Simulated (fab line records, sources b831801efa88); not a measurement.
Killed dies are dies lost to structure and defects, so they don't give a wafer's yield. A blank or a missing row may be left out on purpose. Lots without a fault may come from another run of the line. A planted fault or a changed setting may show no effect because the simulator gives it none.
fab line records | flow sky130
record lots=5 wafers=15 last_day=49
route steps=708 shown METAL2@483 PAD_OPEN@708
lots that met no fault: from a run of the same line without faults
start_h: hours from the record's first day to the start of the lot's first wafer shown | wait_h: hours since the lot's step before | " the same as in the row above | L1.1+2: a row that stands for several wafers | - no value, or no start given | * or withheld: withheld | < > ~ a bound
route shown NAME@n: a module of which the file shows steps, and the number in the route of the first | usual: mean/standard deviation of fault-free wafers | same: alike in all rows | chamber/n: place in a boat | sites: the reading at each site | _std_site: their standard deviation | _edge_site: outer sites' mean less inner sites' | radius_mm: how far each site lies from the wafer's centre | mask NAME#n: copy n | behind: the tool/chamber that last shaped the wafer | hold: why the lot was held/for how many hours/how that ended | device: the transistor (n, p or np) that didn't switch | end of line: the same wafers' tests at the end of the route | a step without rows: its recipe alone | killed: dies lost to structure and defects at the first sort, not the wafer's yield | map: a wafer's dies, x killed, . not, _ none there
set.NAME: the setting as run; set.NAME@STEP: as run at that earlier step | model.NAME: the simulator's own value behind a step, which no gauge read
lots at some steps of the route; a table a step, a row a wafer
services: from which hour (start_h, from the record's first day; less than 0 if before it) a tool's chamber was out of use, for how many hours, and why
## steps
# step SKY_METAL2_SPUTTER_00
# recipe material=Ti target_thk_nm=15 power_w=3000 time_s=10 chamber_pressure_pa=0.4
# step SKY_METAL2_SPUTTER_01
# recipe material=TiN target_thk_nm=20 power_w=6500 time_s=16.7 chamber_pressure_pa=0.4
# usual throttle_valve_pct=29.8/1.1
# columns lot.wafer tool chamber start_h wait_h throttle_valve_pct
L830.1 pvd_sputter-04 - 807.92 0.0 28.2
L830.2 " - " " 29.4
L830.3 " - " " 29.9
L833.1 pvd_sputter-04 - 845.99 0.0 29.5
L833.3 " - " " 29.7
L833.4 " - " " 29.9
L837.3 pvd_sputter-04 - 874.31 0.0 28.6
L837.5 " - " " 30.2
L837.6 " - " " 29.4
L843.1 pvd_sputter-03 - 909.72 0.0 30.6
L843.4 " - " " 29.7
L843.5 " - " " 30.7
L844.3 pvd_sputter-02 - 915.93 0.0 29.8
L844.4 " - " " 30.2
L844.6 " - " " 32.2
# step SKY_METAL2_SPUTTER_02
# recipe material=AlCu target_thk_nm=250 power_w=10600 time_s=13.3 chamber_pressure_pa=0.4
# usual throttle_valve_pct=29.8/1.1
# columns lot.wafer tool chamber start_h wait_h throttle_valve_pct
L830.1 pvd_sputter-04 - 807.95 0.0 28.2
L830.2 " - " " 29.8
L830.3 " - " " 29.7
L833.1 pvd_sputter-04 - 846.02 0.0 29.6
L833.3 " - " " 30.0
L833.4 " - " " 30.0
L837.3 pvd_sputter-04 - 874.33 0.0 28.0
L837.5 " - " " 30.2
L837.6 " - " " 29.5
L843.1 pvd_sputter-03 - 909.75 0.0 30.7
L843.4 " - " " 29.4
L843.5 " - " " 30.9
L844.3 pvd_sputter-02 - 915.96 0.0 29.9
L844.4 " - " " 30.5
L844.6 " - " " 32.1
# step SKY_METAL2_SPUTTER_03
# recipe material=Ti target_thk_nm=5 power_w=3000 time_s=3.3 chamber_pressure_pa=0.4
# usual throttle_valve_pct=29.9/1.1
# columns lot.wafer tool chamber start_h wait_h throttle_valve_pct
L830.1 pvd_sputter-04 - 807.97 0.0 28.0
L830.2 " - " " 29.6
L830.3 " - " " 29.8
L833.1 pvd_sputter-04 - 846.04 0.0 29.2
L833.3 " - " " 30.0
L833.4 " - " " 29.9
L837.3 pvd_sputter-04 - 874.36 0.0 27.9
L837.5 " - " " 29.9
L837.6 " - " " 29.5
L843.1 pvd_sputter-03 - 909.77 0.0 30.8
L843.4 " - " " 29.7
L843.5 " - " " 30.6
L844.3 pvd_sputter-02 - 915.98 0.0 30.1
L844.4 " - " " 30.6
L844.6 " - " " 32.0
# step SKY_METAL2_SPUTTER_04
# recipe material=TiN target_thk_nm=70 power_w=6500 time_s=58.3 chamber_pressure_pa=0.4
# usual throttle_valve_pct=29.8/1.1
# columns lot.wafer tool chamber start_h wait_h throttle_valve_pct
L830.1 pvd_sputter-04 - 807.99 0.0 28.3
L830.2 " - " " 29.6
L830.3 " - " " 29.8
L833.1 pvd_sputter-04 - 846.06 0.0 29.7
L833.3 " - " " 29.8
L833.4 " - " " 30.0
L837.3 pvd_sputter-04 - 874.38 0.0 28.2
L837.5 " - " " 29.8
L837.6 " - " " 29.6
L843.1 pvd_sputter-03 - 909.79 0.0 30.8
L843.4 " - " " 29.5
L843.5 " - " " 30.7
L844.3 pvd_sputter-02 - 916.00 0.0 29.6
L844.4 " - " " 30.2
L844.6 " - " " 32.1
# step SKY_METAL2_RS_MEAS_05
# recipe thk_meas_gauge=four-point-probe reads=TiN_of_METAL2_SPUTTER_04+Ti_of_METAL2_SPUTTER_03+AlCu_of_METAL2_SPUTTER_02+TiN_of_METAL2_SPUTTER_01+Ti_of_METAL2_SPUTTER_00
# usual METAL2_ALCU_RS=0.1267/0.0015
# columns lot.wafer tool chamber start_h wait_h METAL2_ALCU_RS[ohm/sq]
L830.1 film_metro-02 - 808.04 0.0 0.1294
L830.2 " - " " 0.1283
L830.3 " - " " 0.1268
L833.1 film_metro-04 - 846.11 0.0 0.1280
L833.3 " - " " 0.1278
L833.4 " - " " 0.1273
L837.3 film_metro-02 - 874.47 0.1 0.1275
L837.5 " - " " 0.1272
L837.6 " - " " 0.1276
L843.1 film_metro-01 - 909.84 0.0 0.1257
L843.4 " - " " 0.1257
L843.5 " - " " 0.1266
L844.3 film_metro-01 - 916.09 0.1 0.1265
L844.4 " - " " 0.1279
L844.6 " - " " 0.1274
# step SKY_METAL2_THK_MEAS_06
# recipe thk_meas_gauge=xrf reads=AlCu_of_METAL2_SPUTTER_02
# usual METAL2_ALCU_THK=253/3.6
# columns lot.wafer tool chamber start_h wait_h METAL2_ALCU_THK[nm]
L830.1 film_metro-02 - 808.16 0.1 249
L830.2 " - " " 249
L830.3 " - " " 253
L833.1 film_metro-04 - 846.23 0.1 250
L833.3 " - " " 251
L833.4 " - " " 252
L837.3 film_metro-02 - 874.57 0.1 253
L837.5 " - " " 251
L837.6 " - " " 253
L843.1 film_metro-01 - 909.96 0.1 255
L843.4 " - " " 252
L843.5 " - " " 251
L844.3 film_metro-01 - 916.19 0.1 252
L844.4 " - " " 246
L844.6 " - " " 249
# step SKY_METAL2_DEHYDRATE_07
# recipe temp_c=200 time_s=60
# step SKY_METAL2_HMDS_08
# recipe prime_time_s=60 prime_temp_c=120
# step SKY_METAL2_COAT_09
# recipe resist=BARC temp_c=withheld time_s=withheld spin_rpm=3000 resist_thk_nm=60
# step SKY_METAL2_COAT_10
# recipe resist=KrF-thick spin_rpm=3000 resist_thk_nm=450
# step SKY_METAL2_SOFTBAKE_11
# recipe temp_c=100 time_s=90 resist=KrF-thick
# step SKY_METAL2_EXPOSE_12
# recipe mask_id=MM2 na=0.8 source_shape=annular sigma_inner=0.55 sigma_outer=0.85 target_cd_nm=140 dose_mj=28
# usual exposure_dose_mJ_cm2=28.000/0.028
# columns lot.wafer tool chamber start_h wait_h mask exposure_dose_mJ_cm2
L830.1 krf_scanner-01 0 821.63 - MM2#0 28.012
L830.2 " 0 " " MM2#0 28.019
L830.3 " 0 " " MM2#0 27.981
L833.1 krf_scanner-02 0 859.54 - MM2#0 28.040
L833.3 " 0 " " MM2#0 28.013
L833.4 " 0 " " MM2#0 28.017
L837.3 krf_scanner-02 0 888.11 - MM2#0 27.982
L837.5 " 0 " " MM2#0 27.979
L837.6 " 0 " " MM2#0 27.937
L843.1 krf_scanner-01 0 922.34 - MM2#0 27.997
L843.4 " 0 " " MM2#0 28.009
L843.5 " 0 " " MM2#0 28.033
L844.3 krf_scanner-02 0 928.24 - MM2#0 26.197
L844.4 " 0 " " MM2#0 26.150
L844.6 " 0 " " MM2#0 26.170
# step SKY_METAL2_PEB_13
# recipe peb_temp_c=withheld peb_time_s=withheld resist=KrF-thick
# step SKY_METAL2_DEVELOP_14
# recipe develop_time_s=60 resist=KrF-thick dev_temp_c=21
# step SKY_METAL2_CD_MEAS_15
# recipe target_cd_nm=140
# usual cd_nm=140.1/1.3
# columns lot.wafer tool chamber start_h wait_h cd_nm
L830.1 cd_sem-01 - 834.70 - 142.0
L830.2 " - " " 141.1
L830.3 " - " " 140.0
L833.1 cd_sem-02 - 872.25 - 139.0
L833.3 " - " " 137.1
L833.4 " - " " 138.4
L837.3 cd_sem-01 - 900.87 - 139.4
L837.5 " - " " 137.6
L837.6 " - " " 138.7
L843.1 cd_sem-01 - 934.25 - 142.3
L843.4 " - " " 143.7
L843.5 " - " " 143.0
L844.3 cd_sem-01 - 940.66 - 104.5
L844.4 " - " " 120.4
L844.6 " - " " 103.1
# step SKY_METAL2_OVL_MEAS_16
# usual METAL2_OVL=3/4.6
# columns lot.wafer tool chamber start_h wait_h METAL2_OVL[nm]
L830.1 overlay-02 - 834.82 0.1 7
L830.2 " - " " 9
L830.3 " - " " 0
L833.1 overlay-01 - 872.37 0.1 0
L833.3 " - " " -1
L833.4 " - " " 4
L837.3 overlay-02 - 900.96 0.1 2
L837.5 " - " " -3
L837.6 " - " " 1
L843.1 overlay-01 - 934.37 0.1 2
L843.4 " - " " 2
L843.5 " - " " 0
L844.3 overlay-01 - 940.75 0.1 2
L844.4 " - " " 0
L844.6 " - " " -5
# step SKY_METAL2_DESCUM_17
# recipe chemistry=O2 source_power_w=150 bias_power_w=0 pressure_mtorr=10 temp_c=40 time_s=8
# usual drypump_motor_current_A=5.99/0.26 oes_product_au=1.002/0.0092
# same bias_power_w=0
# columns lot.wafer tool chamber start_h wait_h drypump_motor_current_A oes_product_au rf_hours_counter_h model.METAL2.cd_nm
L830.1 rie_metal-02 0 834.86 0.0 5.63 0.980 4 142
L830.2 " 0 " " 5.64 0.994 - 140.7
L830.3 " 0 " " 5.67 0.981 - 140
L833.1 rie_metal-02 0 872.41 0.0 5.65 0.982 6 138.6
L833.3 " 1 " " 6.36 1.001 - 137.4
L833.4 " 0 " " 5.69 0.975 - 138.7
L837.3 rie_metal-01 1 901.00 0.0 5.67 1.009 - 139.3
L837.5 " 1 " " 5.72 1.008 - 137.9
L837.6 " 0 " " 5.79 0.996 - 138.9
L843.1 rie_metal-02 0 934.40 0.0 5.65 0.990 8 142.6
L843.4 " 0 " " 5.70 0.991 - 144
L843.5 " 0 " " 5.65 0.990 - 142.8
L844.3 rie_metal-03 1 940.79 0.0 6.10 1.000 - 105.1
L844.4 " 0 " " 6.19 1.001 - 119.7
L844.6 " 1 " " 6.11 1.006 - 103.5
# step SKY_METAL2_ETCH_18
# recipe chemistry=N2/H2 target=BARC ion_energy_ev=200 bias_w=100 pressure_mtorr=30 n2_flow_sccm=100 h2_flow_sccm=200 icp_w=500 stop_on=SiO2 time_s=45.9 target_depth_a=600
# step SKY_METAL2_METAL_ETCH_19
# recipe target_depth_a=3600 stop_on=SiO2 over_etch_frac=0.3 time_s=78 chemistry=Cl2/BCl3 resist_sidewall_deg=88 pressure_mtorr=10 icp_w=900 bias_w=48.5 Cl2_flow_sccm=60 bcl3_flow_sccm=30
# usual drypump_motor_current_A=5.99/0.26 oes_product_au=0.854/0.0058 throttle_valve_pct=22.265/0.011
# columns lot.wafer tool chamber start_h wait_h drypump_motor_current_A oes_product_au rf_hours_counter_h throttle_valve_pct model.METAL2.cd_nm
L830.1 rie_metal-02 0 835.04 0.1 5.68 0.848 4 22.284 141.1
L830.2 " 0 " " 5.63 0.847 - 22.258 139.7
L830.3 " 0 " " 5.65 0.849 - 22.260 138.9
L833.1 rie_metal-02 0 872.50 0.0 5.60 0.848 6 22.239 138.3
L833.3 " 1 " " 6.38 0.857 - 22.263 140.7
L833.4 " 0 " " 5.62 0.845 - 22.251 140.9
L837.3 rie_metal-01 1 901.11 0.1 5.67 0.859 - 22.255 142.1
L837.5 " 1 " " 5.68 0.853 - 22.277 142.7
L837.6 " 0 " " 5.79 0.857 - 22.273 140.9
L843.1 rie_metal-02 0 934.50 0.0 5.63 0.854 8 22.265 142.2
L843.4 " 0 " " 5.60 0.858 - 22.267 142.6
L843.5 " 0 " " 5.56 0.855 - 22.256 142.2
L844.3 rie_metal-03 1 940.90 0.1 6.10 0.859 - 22.265 109.1
L844.4 " 0 " " 6.19 0.853 - 22.275 118.7
L844.6 " 1 " " 6.10 0.845 - 22.259 106.6
# step SKY_METAL2_STRIP_20
# recipe chemistry=O2/N2 power_w=1400 pressure_mtorr=1500 platen_temp_c=withheld o2_flow_sccm=3000 n2_flow_sccm=300 overash_fraction=0.5
# usual drypump_motor_current_A=5.7/0.45 oes_product_au=0.342/0.0047 strip_time_to_endpoint_s=2.69/0.035
# columns lot.wafer tool chamber start_h wait_h drypump_motor_current_A oes_product_au rf_hours_counter_h strip_time_to_endpoint_s
L830.1 plasma_asher-01 0 835.22 0.1 6.3 0.353 41 2.75
L830.2 " 1 " " 5.2 0.355 41 2.76
L830.3 " 0 " " 6.3 0.342 - 2.77
L833.1 plasma_asher-01 0 872.59 0.1 6.3 0.349 45 2.72
L833.3 " 0 " " 6.3 0.342 - 2.65
L833.4 " 1 " " 5.2 0.341 - 2.73
L837.3 plasma_asher-02 0 901.20 0.1 5.7 0.335 - 2.65
L837.5 " 0 " " 5.7 0.338 - 2.67
L837.6 " 1 " " 6.3 0.336 - 2.70
L843.1 plasma_asher-01 0 934.59 0.1 6.3 0.334 50 2.77
L843.4 " 0 " " 6.3 0.340 - 2.76
L843.5 " 0 " " 6.3 0.347 - 2.77
L844.3 plasma_asher-02 0 940.99 0.1 5.7 0.346 - 2.71
L844.4 " 1 " " 6.3 0.349 - 2.70
L844.6 " 1 " " 6.2 0.349 - 2.70
# step SKY_PAD_OPEN_PROBE_99
# usual defect_limited_yield=82.9/1.9 killed_at_M0_to_M3=42/6.3 killed_at_M4_up=2.8/1.9 killed_at_contacts=23/5.3 killed_at_front_end=16/4.3 killed_at_other=0.2/0.51 killed_dies=84/9.3 killed_on_rim=16/4.2 killed_open=46/7.6 killed_short=38/6.3 sort_bin_3_pad_short=0.8/0.41 sort_bin_5_function=10.0/1.4 sort_bin_6_memory=6.2/1.1 sort_n_pass=408/9.3 sort_yield_pct=82.9/1.9
# same gross_dies=492 killed_at_back_side=0 sort_bin_4_leakage[%]=0 sort_bin_8_speed[%]=0
# columns lot.wafer tool chamber start_h wait_h defect_limited_yield[%] killed_at_M0_to_M3 killed_at_M4_up killed_at_contacts killed_at_front_end killed_at_other killed_dies killed_on_rim killed_open killed_short sort_bin_3_pad_short[%] sort_bin_5_function[%] sort_bin_6_memory[%] sort_n_pass sort_yield_pct[%]
L830.1 prober-01 - 1088.82 0.1 82.5 37 2 29 18 0 86 19 50 36 1.0 9.8 6.7 406 82.5
L830.2 prober-01 - 1088.87 0.1 83.1 38 5 17 23 0 83 19 52 31 0.2 10.4 6.3 409 83.1
L830.3 prober-01 - 1088.92 0.2 81.3 52 7 17 15 1 92 13 51 41 0.6 11.4 6.7 400 81.3
L833.1 prober-02 - 1118.73 0.1 83.3 34 6 27 14 1 82 13 46 36 0.6 10.4 5.7 410 83.3
L833.3 prober-02 - 1118.83 0.2 81.7 39 4 33 14 0 90 22 56 34 1.8 10.0 6.5 402 81.7
L833.4 prober-02 - 1118.88 0.2 82.7 51 0 14 20 0 85 15 45 40 1.0 9.1 7.1 407 82.7
L837.3 prober-01 - 1139.82 0.2 81.5 46 5 26 14 0 91 17 54 37 1.0 10.0 7.5 401 81.5
L837.5 prober-01 - 1139.92 0.2 84.1 36 1 26 13 2 78 16 45 33 0.6 8.9 6.3 414 84.1
L843.1 prober-01 - 1167.52 0.1 80.9 41 4 24 24 1 94 18 54 40 1.0 10.8 7.3 398 80.9
L843.4 prober-01 - 1167.67 0.2 82.1 39 2 32 15 0 88 23 55 33 0.2 12.0 5.7 404 82.1
L843.5 prober-01 - 1167.72 0.2 83.1 49 3 17 14 0 83 12 51 32 1.0 8.1 7.7 409 83.1
L844.3 prober-02 - 1175.25 0.2 6.3 421 2 21 17 0 461 74 40 37 1.0 88.4 4.3 31 6.3
L844.4 prober-02 - 1175.30 0.2 64.4 138 4 17 16 0 175 16 41 44 1.0 28.9 5.7 317 64.4
L844.6 prober-02 - 1175.40 0.2 2.0 446 3 20 13 0 482 91 32 50 1.4 90.9 5.7 10 2.0
# killed by level:class
L830.1 CONTACT:geometric_particle:open=10 METAL2:geometric_particle:short=9 LI_CONTACT:geometric_particle:open=8 VIA1:geometric_particle:open=7 FIELD_ISO:geometric_particle:short=6 CONTACT:geometric_particle:short=6 FIELD_ISO:geometric_particle:open=4 POLY_GATE:geometric_particle:open=4
L830.2 CONTACT:geometric_particle:open=8 FIELD_ISO:geometric_particle:open=7 METAL1:geometric_particle:short=7 VIA3:geometric_particle:open=6 VIA1:geometric_particle:open=6 POLY_GATE:geometric_particle:open=5 VIA1:geometric_particle:short=5 LI_CONTACT:geometric_particle:open=4
L830.3 VIA1:geometric_particle:open=14 CONTACT:geometric_particle:open=9 METAL2:geometric_particle:short=7 VIA3:geometric_particle:open=7 METAL4:geometric_particle:short=7 VIA2:geometric_particle:open=6 VIA3:geometric_particle:short=5 FIELD_ISO:geometric_particle:open=4
L833.1 CONTACT:geometric_particle:open=14 VIA1:geometric_particle:open=9 VIA1:geometric_particle:short=7 METAL1:geometric_particle:short=5 FIELD_ISO:geometric_particle:open=4 LI_CONTACT:geometric_particle:open=4 VIA3:geometric_particle:open=4 POLY_GATE:geometric_particle:open=3
L833.3 CONTACT:geometric_particle:open=19 VIA1:geometric_particle:open=10 VIA2:geometric_particle:open=6 METAL1:geometric_particle:open=4 VIA3:geometric_particle:open=4 CONTACT:geometric_particle:short=4 LOCAL_INTERCONNECT:geometric_particle:short=4 VIA1:geometric_particle:short=4
L833.4 VIA1:geometric_particle:open=11 VIA1:geometric_particle:short=9 FIELD_ISO:geometric_particle:short=6 VIA2:geometric_particle:open=6 VIA3:geometric_particle:open=5 POLY_GATE:geometric_particle:short=4 LI_CONTACT:geometric_particle:open=4 METAL1:geometric_particle:short=4
L837.3 VIA1:geometric_particle:open=14 CONTACT:geometric_particle:open=12 LI_CONTACT:geometric_particle:open=8 VIA2:geometric_particle:open=7 METAL2:geometric_particle:short=6 VIA1:geometric_particle:short=5 VIA3:geometric_particle:short=4 VIA3:geometric_particle:open=4
L837.5 VIA2:geometric_particle:open=8 CONTACT:geometric_particle:open=7 VIA1:geometric_particle:open=7 LI_CONTACT:geometric_particle:open=6 VIA3:geometric_particle:open=6 CONTACT:geometric_particle:short=5 VIA3:geometric_particle:short=5 LOCAL_INTERCONNECT:geometric_particle:short=4
L843.1 VIA1:geometric_particle:open=14 CONTACT:geometric_particle:open=12 VIA1:geometric_particle:short=8 FIELD_ISO:geometric_particle:short=6 POLY_GATE:geometric_particle:short=6 LI_CONTACT:geometric_particle:open=6 FIELD_ISO:geometric_particle:open=5 VIA2:geometric_particle:open=5
L843.4 VIA1:geometric_particle:open=13 LI_CONTACT:geometric_particle:open=11 CONTACT:geometric_particle:open=9 VIA3:geometric_particle:open=6 VIA2:geometric_particle:open=6 FIELD_ISO:geometric_particle:short=5 METAL2:geometric_particle:short=5 LOCAL_INTERCONNECT:geometric_particle:short=4
L843.5 VIA1:geometric_particle:open=16 CONTACT:geometric_particle:open=10 VIA3:geometric_particle:open=9 POLY_GATE:geometric_particle:open=5 METAL3:geometric_particle:short=5 METAL1:geometric_particle:short=4 VIA2:geometric_particle:open=4 FIELD_ISO:geometric_particle:short=3
L844.3 METAL2:area_expose=384 CONTACT:geometric_particle:open=7 VIA1:geometric_particle:open=7 POLY_GATE:geometric_particle:short=5 LI_CONTACT:geometric_particle:open=5 METAL1:geometric_particle:short=5 VIA3:geometric_particle:open=5 POLY_GATE:geometric_particle:open=4
L844.4 METAL2:area_expose=90 METAL1:geometric_particle:short=12 VIA1:geometric_particle:open=11 CONTACT:geometric_particle:open=7 VIA3:geometric_particle:open=6 POLY_GATE:geometric_particle:short=5 LI_CONTACT:geometric_particle:open=4 METAL3:geometric_particle:short=4
L844.6 METAL2:area_expose=400 METAL2:geometric_particle:short=10 VIA1:geometric_particle:open=7 CONTACT:geometric_particle:open=6 METAL1:geometric_particle:short=6 VIA3:geometric_particle:open=6 POLY_GATE:geometric_particle:short=5 VIA1:geometric_particle:short=5
# map L844.6 (x killed, . not)
__________x.xxxxxxxx_________
________xxxxxxxxxxxxxx_______
______xxxx.xxxxxxxxxxx.x_____
_____xxxxxxxxxxxxxxxxxxxx____
____xxxxxxxxxxxxxxxxxxxxxx___
___xxxxxxxxxxxxxxxxxxxxxxxx__
__xxxxxxxxxxxxxxxxxxxxxxxxxx_
_xxxxxxxxxxxxxxxxxxxxxxxxxxxx
_xxxxxxxxxxxxxxxxxxxxxxxxxx.x
_xxxxxxxxxxxxxxxxxxxxxxxxxxxx
_xxxxxxxxxxxxxxxxxxxxxxxxxxxx
_xxxxxxxxxxxxxxxxxxxxxxxxxxxx
_xxxxxxxxxxxxxxxxxxxxxxxxxxxx
_xxxxxxxxxxxxxxxxxxxxxxxxxxxx
_xxxxxxxxxxxxxxxxxxxxxxxx.x.x
__xxxxxxxxxxxxxxxxxxxxxxxx.x_
___xxxxxxxxxxxxxxxxxxxxxxxx__
____xxxxxxxxxxxxxxxxxxxxxx___
_____xxxxxxxxxxxxxxxxxxxx____
______xxxxxxxxxxxx.xxxxx_____
________.xxxx.xxxxxxxx_______
__________xxxxxxxxxx_________
# map L837.3 (x killed, . not)
__________.......xx._________
________...x......x..._______
______xx.........x.x..x._____
_____...................x____
____.........x....x.x...x.___
___x.......x............x..__
__..x.......x.....x.x.x....._
_........x......x.x.xxx.x....
_..xx....x.xxx...x....x...x.x
_..x.....x....x.x..xx.....xx.
_..x..........x..........x.x.
_.x...........x.x.x..x.....x.
_......x..........xx..x......
_.xx.x...x..........x...x....
_.....x.......x.x....x......x
__.....xx.............x....._
___...........xx....x......__
____.x...........x....x...___
_____....xx......x.......____
______.x................_____
________.x.x.........._______
__________.xx...x.x._________
## services
# columns tool chamber start_h hours kind
krf_scanner-01 - 787.17 1.3 pm
pvd_sputter-04 - 792.07 0.6 repair
krf_scanner-01 - 792.36 0.8 repair
rie_metal-03 - 805.44 0.8 repair
rie_metal-02 1 815.47 - clean
rie_metal-02 1 815.47 25.4 scheduled_down
rie_metal-02 1 815.47 25.4 vent_cycle
krf_scanner-01 - 818.92 0.8 pm
pvd_sputter-04 1 830.26 - consumable_replace:kit
pvd_sputter-04 1 830.26 18.0 scheduled_down
pvd_sputter-04 1 830.26 18.0 vent_cycle
krf_scanner-01 - 834.34 0.6 repair
rie_metal-01 - 836.05 1.3 repair
plasma_asher-02 - 844.20 8.1 repair
pvd_sputter-03 1 859.64 - consumable_replace:kit
pvd_sputter-03 1 859.64 18.0 scheduled_down
pvd_sputter-03 1 859.64 18.0 vent_cycle
rie_metal-03 - 867.09 0.2 repair
krf_scanner-01 - 869.71 1.0 pm
rie_metal-02 0 880.09 9.9 repair
plasma_asher-01 - 888.95 8.0 repair
krf_scanner-02 - 898.15 1.0 pm
krf_scanner-01 - 898.21 0.7 repair
krf_scanner-02 - 915.23 0.8 pm
## key
first_sign step=SKY_METAL2_EXPOSE_12 reading=exposure_dose_mJ_cm2 direction=down sigmas=66 usual=* struck=*
effect step=SKY_METAL2_CD_MEAS_15 reading=cd_nm direction=down sigmas=24 usual=140.1 struck=109.4 through=control_loop
effect step=SKY_PAD_OPEN_PROBE_99 reading=killed_at_M0_to_M3 direction=up sigmas=46 usual=42 struck=335
model_effect step=SKY_METAL2_DESCUM_17 value=METAL2.cd_nm without=139.8 struck=109.4
model_effect step=SKY_METAL2_METAL_ETCH_19 value=METAL2.cd_nm without=141.8 struck=111.5
more_kills_born_at SKY_METAL2_EXPOSE_12@krf_scanner-02=874
met_at SKY_METAL2_EXPOSE_12
struck_wafers L844.3,L844.4,L844.6
later_rows_left_out L844.3,L844.6
loop_trim step=SKY_METAL2_EXPOSE_12 setting=dose lots=L844
onset_between 888.11 928.24
fault kind=process_parameter_drift tool=krf_scanner-02 chamber=- onset_h=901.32 steps=SKY_METAL2_EXPOSE_12 channel=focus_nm offset=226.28 spread_by_wafer=0.3 shape=step end_h=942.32
# later_rows_left_out: the simulator's readings of these wafers behind a module that went badly wrong aren't trusted and aren't shown, but for the sort
# loop_trim: a control loop set the setting to another value than it would have without faults
